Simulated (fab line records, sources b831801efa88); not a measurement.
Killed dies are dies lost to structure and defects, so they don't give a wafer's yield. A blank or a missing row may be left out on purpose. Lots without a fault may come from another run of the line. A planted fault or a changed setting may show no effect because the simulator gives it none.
Chamber matching | flow gf180mcu | GF_CONTACT_CMP_04 on cmp-01: 4 sister chambers
The step polishes SiO2. 4 wafers are shown with their chamber, then 7 later ones without.

WAFERS WITH THEIR CHAMBER
wafer  | chamber | motor_current_A (A)
L806.3 | 1       | 13.5
L810.6 | 0       | 13.2
L816.1 | 3       | 10.6
L816.4 | 2       | 12.1

WAFERS WITHOUT THEIR CHAMBER
wafer  | motor_current_A (A)
L816.5 | 14.2
L817.1 | 10.3
L817.5 | 11.0
L817.6 | 12.3
L825.4 | 13.5
L825.5 | 12.4
L825.6 | 10.9

WHICH CHAMBER EACH WENT THROUGH
wafer  | from the rows above     | in truth
L816.5 | can't be placed: 1 or 0 | 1
L817.1 | 3                       | 3
L817.5 | can't be placed: 3 or 2 | 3
L817.6 | can't be placed: 2 or 0 | 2
L825.4 | can't be placed: 1 or 0 | 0
L825.5 | can't be placed: 2 or 0 | 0
L825.6 | 3                       | 3
Placed correctly: 2 of 7. Can't be placed from these rows: 5 (the true chamber is among the candidates in 5). Placed wrongly: 0.
How it was worked out, from the rows above alone: a wafer's distance from a chamber is the root of the sum, over the readings, of the square of ((its reading less the chamber's mean) divided by the reading's scatter). The wafer belongs to the nearest chamber; if the next one is less than 2 further off, it can't be placed. A chamber's mean is the mean of its shown wafers. The scatter: with one shown wafer a chamber, the root of the mean of the squares of how far each hidden wafer lies from its nearest shown one.
